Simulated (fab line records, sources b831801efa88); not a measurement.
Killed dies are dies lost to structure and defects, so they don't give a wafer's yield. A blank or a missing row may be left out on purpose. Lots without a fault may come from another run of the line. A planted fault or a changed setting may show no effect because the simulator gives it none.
Chamber matching | flow gf180mcu | GF_V2_CMP_26 on cmp-02: 4 sister chambers
The step polishes, stops on SiO2, t overpolish 15 s, target thk 0 nm. 4 wafers are shown with their chamber, then 10 later ones without.

WAFERS WITH THEIR CHAMBER
wafer  | chamber | motor_current_A (A)
L085.3 | 2       | 10.3
L085.4 | 1       | 11.3
L091.1 | 3       | 10.2
L091.5 | 0       | 9.9

WAFERS WITHOUT THEIR CHAMBER
wafer  | motor_current_A (A)
L091.6 | 10.8
L094.1 | 11.7
L094.3 | 9.5
L094.4 | 11.2
L095.1 | 11.6
L095.5 | 11.4
L095.6 | 9.4
L097.1 | 10.2
L097.3 | 11.1
L097.5 | 9.7

WHICH CHAMBER EACH WENT THROUGH
wafer  | from the rows above               | in truth
L091.6 | can't be placed: 1 or 2 or 3 or 0 | 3
L094.1 | 1                                 | 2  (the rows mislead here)
L094.3 | can't be placed: 0 or 3 or 2      | 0
L094.4 | 1                                 | 1
L095.1 | 1                                 | 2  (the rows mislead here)
L095.5 | 1                                 | 1
L095.6 | can't be placed: 0 or 3 or 2      | 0
L097.1 | can't be placed: 3 or 2 or 0      | 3
L097.3 | can't be placed: 1 or 2           | 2
L097.5 | can't be placed: 0 or 3 or 2      | 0
Placed correctly: 2 of 10. Can't be placed from these rows: 6 (the true chamber is among the candidates in 6). Placed wrongly: 2.
How it was worked out, from the rows above alone: a wafer's distance from a chamber is the root of the sum, over the readings, of the square of ((its reading less the chamber's mean) divided by the reading's scatter). The wafer belongs to the nearest chamber; if the next one is less than 2 further off, it can't be placed. A chamber's mean is the mean of its shown wafers. The scatter: with one shown wafer a chamber, the root of the mean of the squares of how far each hidden wafer lies from its nearest shown one.
